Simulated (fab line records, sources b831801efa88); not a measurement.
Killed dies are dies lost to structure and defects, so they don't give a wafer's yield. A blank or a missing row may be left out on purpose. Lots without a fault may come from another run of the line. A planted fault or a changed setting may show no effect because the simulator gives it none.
One fault seen from 2 desks | flow sky130 | each desk has only its own numbers; what lay behind them comes last

THE METROLOGY DESK
What the gauges read, lot by lot, whatever tool the lot ran on: means of the sampled wafers that have a number. A lot is out of limits, marked OUT, if its mean lies more than 4 standard deviations from the usual mean; the brackets give that distance.
Columns: A = LI_CONTACT_BOW at SKY_LI_CONTACT_BOW_MEAS_03, usual 56 um
lot  | first seen here | A
L980 | day 27 16:25    | 54
L981 | day 28 08:17    | 58
L983 | day 29 03:50    | 57
L984 | day 29 08:11    | 58
L986 | day 30 00:26    | 57
L992 | day 32 04:42    | 54
L995 | day 33 02:25    | 62
L996 | day 33 09:07    | 59
L997 | day 33 18:01    | 46
L999 | day 34 08:10    | 51
L101 | day 35 01:02    | 61
L102 | day 35 04:17    | 58
This desk's finding: nothing out of limits on any of the 12 lots.

THE TOOL OWNER'S DESK: cmp-01
The tool's own readings at SKY_LI_CONTACT_CMP_24 (polishes, stops on PSG, t overpolish 20 s, target thk 0 nm): means of the sampled wafers that have a number, for each lot that ran on this tool. A lot is out of limits, marked OUT, if its mean lies more than 4 standard deviations from the usual mean; the brackets give that distance.
Columns: A = motor_current_A at SKY_LI_CONTACT_CMP_24, usual 10.6 A; B = overpolish_run_s at SKY_LI_CONTACT_CMP_24, usual 20.000 s; C = platen_rpm at SKY_LI_CONTACT_CMP_24, usual 60.00 rpm; D = slurry_filter_dp_kPa at SKY_LI_CONTACT_CMP_24, usual 13.51 kPa; E = time_to_endpoint_s at SKY_LI_CONTACT_CMP_24, usual 96 s
lot  | first seen here | A    | B                        | C     | D     | E
L981 | day 29 13:05    | 11.9 | 19.993                   | 60.00 | 13.52 | 88
L984 | day 30 13:39    | 10.6 | 20.001                   | 60.01 | 13.41 | 97
L992 | day 33 08:17    | 11.5 | 18.950 (-99 or more) OUT | 60.00 | 13.54 | 93
L102 | day 36 07:43    | 10.6 | 19.991                   | 60.01 | 13.42 | 95
This desk's finding: out of limits on L992; first on L992, day 33 08:17 (overpolish_run_s at SKY_LI_CONTACT_CMP_24). In limits: L981, L984, L102.

PUT TOGETHER
The tool owner's desk could have raised an alarm at day 33 08:17, on L992.
The metrology desk saw nothing out of limits.
The metrology desk has L992 on record, within its limits.
Of the lots named, all ran SKY_LI_CONTACT_CMP_24 on cmp-01.

WHAT THE SIMULATOR HAD PUT IN
Process parameter drift: cmp-01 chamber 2, from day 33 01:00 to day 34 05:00, at SKY_LI_CONTACT_CMP_24. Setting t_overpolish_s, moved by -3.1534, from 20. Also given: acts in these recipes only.
Lots struck among those shown: L992.
Hours from the fault's start to each desk's first reading out of limits: the tool owner's desk, 7.
